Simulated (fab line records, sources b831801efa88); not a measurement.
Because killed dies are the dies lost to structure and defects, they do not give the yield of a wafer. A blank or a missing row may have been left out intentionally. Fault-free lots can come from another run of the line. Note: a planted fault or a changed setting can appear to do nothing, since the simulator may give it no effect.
Comparing a struck lot with a sound one :: flow sky130 :: 43 out of 708 route steps
Sound: the wafers L810.1, L810.4, L810.6. The struck wafers were L826.3, L826.5, L826.6. The cause is named last.
Per side, at each step with rows, come the tool, then ch with its chambers, and then its first start. Under that, the readings that differ: sound wafers :: struck wafers :: difference of the means :: sigmas: that difference in standard deviations of wafers without a fault.
alike: same words and numbers on both sides, and readings whose means sit less than 2 such deviations apart. not compared: any withheld reading, any reading some wafer has no value for, any bound like >300 that may hide the same value, and any number with overlapping values for which the record gives no deviation.
Wherever a step has rows on one side only, a row that says differs or no value, or a row with sigmas, the two part there. When numbers do not overlap yet have no deviation, they are printed without sigmas and do not part them. Lack of a reading on every wafer of one side parts them only where that side has two or more wafers.

first, 5 steps without rows for these wafers: SKY_VIA1_COAT_07 (resist thk 450 nm); SKY_VIA1_SOFTBAKE_08 (time 90 s); SKY_VIA1_EXPOSE_09 (exposes mask VIM, target cd 150 nm); SKY_VIA1_PEB_10; SKY_VIA1_DEVELOP_11 (develop time 60 s).
SKY_VIA1_CD_MEAS_12: the cd target is 150 nm.
  sound: cd-sem-01 at day 35 12:15; struck: cd-sem-01 at day 39 18:20
  alike: cd-nm
SKY_VIA1_OVL_MEAS_13:
  sound: overlay-01 at day 35 12:22; struck: overlay-02 at day 39 18:26
  alike: VIA1_OVL
SKY_VIA1_ETCH_14: etches BARC in N2/H2, stops on SiO2, time 45.9 s, target depth 60 nm.
  sound on rie-diel-03 ch 0,3, day 35 12:25; struck on rie-diel-03 ch 0,1,3, day 39 18:27
  alike: drypump-motor-current-A, n2-flow-sccm, oes-product-au, throttle-valve-pct
  not compared: rf-hours-counter-h
SKY_VIA1_ETCH_15: etches SiO2 in C4F8/O2/Ar, stops on TiN, target depth 351 nm, time 54 s.
  sound on rie-diel-03 ch 0,3, day 35 12:27; struck on rie-diel-03 ch 0,1,3, day 39 18:29
  alike: oes-product-au
  not compared: rf-hours-counter-h
SKY_VIA1_STRIP_16: strips in O2/N2.
  sound on plasma-asher-02 ch 0,1, day 35 12:29; struck on plasma-asher-01 ch 0,1, day 39 18:34
  alike: drypump-motor-current-A, n2-flow-sccm, oes-product-au, strip-time-to-endpoint-s
  not compared: rf-hours-counter-h
then, 2 steps without rows for these wafers: SKY_VIA1_STRIP_17 (strips in post etch residue remover, time 1200 s); SKY_VIA1_CLEAN_18 (cleans in IPA, time 180 s).
SKY_VIA1_CLEAN_19: cleans in O3/DIW.
  sound on wet-bench-03 ch 2, day 35 12:59; struck on wet-bench-03 ch 0, day 39 19:06
then, 1 step without rows for these wafers: SKY_VIA1_SPUTTER_20 (material TiN, target thk 20 nm, time 80 s).
SKY_VIA1_CVD_21: deposits W, target thk 270 nm, time 80.902 s.
  sound on cvd-w-01 ch 1, day 35 13:09; struck on cvd-w-02 ch 0,1, day 39 19:17
  alike: chamber-pressure-Torr, heater-power-outer-w, heater-power-w
SKY_VIA1_RS_MEAS_22: measurement is done with a four-point probe.
  sound: film-metro-03 at day 35 13:14; struck: film-metro-04 at day 39 19:23
  alike: VIA1_W_RS
SKY_VIA1_THK_MEAS_23: measures by xrf.
  sound: film-metro-03 at day 35 13:22; struck: film-metro-04 at day 39 19:29
  alike: VIA1_W_THK
then, 6 steps without rows for these wafers: SKY_VIA1_CMP_24 (polishes, stops on SiO2, t overpolish 15 s, target thk 0 nm); SKY_METAL2_SPUTTER_00 (material Ti, target thk 15 nm, time 10 s); SKY_METAL2_SPUTTER_01 (material TiN, target thk 20 nm, time 16.7 s); SKY_METAL2_SPUTTER_02 (material AlCu, target thk 250 nm, time 13.3 s); SKY_METAL2_SPUTTER_03 (material Ti, target thk 5 nm, time 3.3 s); SKY_METAL2_SPUTTER_04 (material TiN, target thk 70 nm, time 58.3 s).
SKY_METAL2_RS_MEAS_05: measurement is done with a four-point probe.
  sound: film-metro-03 at day 35 13:58; struck: film-metro-02 at day 39 20:01
  alike: METAL2_ALCU_RS
SKY_METAL2_THK_MEAS_06: measures by xrf.
  sound: film-metro-03 at day 35 14:05; struck: film-metro-02 at day 39 20:07
  alike: METAL2_ALCU_THK
then, 8 steps without rows for these wafers: SKY_METAL2_DEHYDRATE_07 (time 60 s); SKY_METAL2_HMDS_08 (prime time 60 s); SKY_METAL2_COAT_09 (resist thk 60 nm); SKY_METAL2_COAT_10 (resist thk 450 nm); SKY_METAL2_SOFTBAKE_11 (time 90 s); SKY_METAL2_EXPOSE_12 (exposes mask MM2, target cd 140 nm); SKY_METAL2_PEB_13; SKY_METAL2_DEVELOP_14 (develop time 60 s).
SKY_METAL2_CD_MEAS_15: the cd target is 140 nm.
  sound: cd-sem-01 at day 36 16:53; struck: cd-sem-01 at day 40 21:01
  alike: cd-nm
SKY_METAL2_OVL_MEAS_16:
  sound: overlay-01 at day 36 17:01; struck: overlay-01 at day 40 21:06
  alike: METAL2_OVL
then, 2 steps without rows for these wafers: SKY_METAL2_DESCUM_17 (chemistry O2, time 8 s); SKY_METAL2_ETCH_18 (etches BARC in N2/H2, stops on SiO2, time 45.9 s, target depth 60 nm).
SKY_METAL2_METAL_ETCH_19: etches the open film in Cl2/BCl3, stops on SiO2, target depth 360 nm, time 78 s.
  sound on rie-metal-02 ch 0, day 36 17:18; struck on rie-metal-02 ch 0,1, day 40 21:15
  alike: bcl3-flow-sccm, drypump-motor-current-A, he-backside-leak-sccm, oes-product-au, throttle-valve-pct
  not compared: rf-hours-counter-h
then, 4 steps without rows for these wafers: SKY_METAL2_STRIP_20 (strips in O2/N2); SKY_METAL2_STRIP_21 (strips in post etch residue remover, time 1200 s); SKY_METAL2_CLEAN_22 (cleans in IPA, time 180 s); SKY_METAL2_CLEAN_23 (cleans in O3/DIW).
-- the record jumps here: 9 days lie between the struck wafers' starts before and after (it left off in module METAL2 and takes up again in module PAD_OPEN, whose first step shown is number 708 of the route) --
SKY_PAD_OPEN_PROBE_99:
  sound: prober-01 at day 47 04:25; struck: prober-02 at day 50 04:46
reading: defect-limited-yield (%)
sound: 80.9 81.9 81.9
struck: 68.7 69.3 69.5
difference: -12.4
sigmas: -7

reading: killed_at_M0_to_M3
sound: 51 41 51
struck: 111 108 98
difference: +58
sigmas: +9

reading: killed-dies
sound: 94 89 89
struck: 154 151 150
difference: +61
sigmas: +6

reading: sort_bin_3_pad_short (%)
sound: 1.0 1.0 1.0
struck: 5.9 4.1 4.3
difference: +3.8
sigmas: +9

reading: sort_bin_5_function (%)
sound: 10.8 10.2 9.8
struck: 19.5 20.3 18.1
difference: +9.0
sigmas: +6

reading: sort-n-pass
sound: 398 403 403
struck: 338 341 342
difference: -61
sigmas: -6

reading: sort-yield-pct (%)
sound: 80.9 81.9 81.9
struck: 68.7 69.3 69.5
difference: -12.4
sigmas: -7

reading: model.etest.tester.sort-n-pass
sound: 398 403 403
struck: 338 341 342
difference: -61
sigmas: 

reading: model.etest.tester.sort-yield-pct (%)
sound: 80.89 81.91 81.91
struck: 68.7 69.31 69.51
difference: -12.4
sigmas: 

reading: model.etest.tester.sort_bin_5_pct (%)
sound: 10.77 10.16 9.756
struck: 19.51 20.33 18.09
difference: +9.08
sigmas: 

reading: model.etest.tester.sort_bin_3_pct (%)
sound: 1.016 1.016 1.016
struck: 5.894 4.065 4.268
difference: +3.726
sigmas: 
  alike: killed_at_M4_up, killed-at-contacts, killed-at-front-end, killed-at-other, killed-on-rim, killed-open, killed-short, sort_bin_6_memory

WHERE THEY PART
Only at SKY_PAD_OPEN_PROBE_99, as far as this record shows.

WHY: what the simulator had put in
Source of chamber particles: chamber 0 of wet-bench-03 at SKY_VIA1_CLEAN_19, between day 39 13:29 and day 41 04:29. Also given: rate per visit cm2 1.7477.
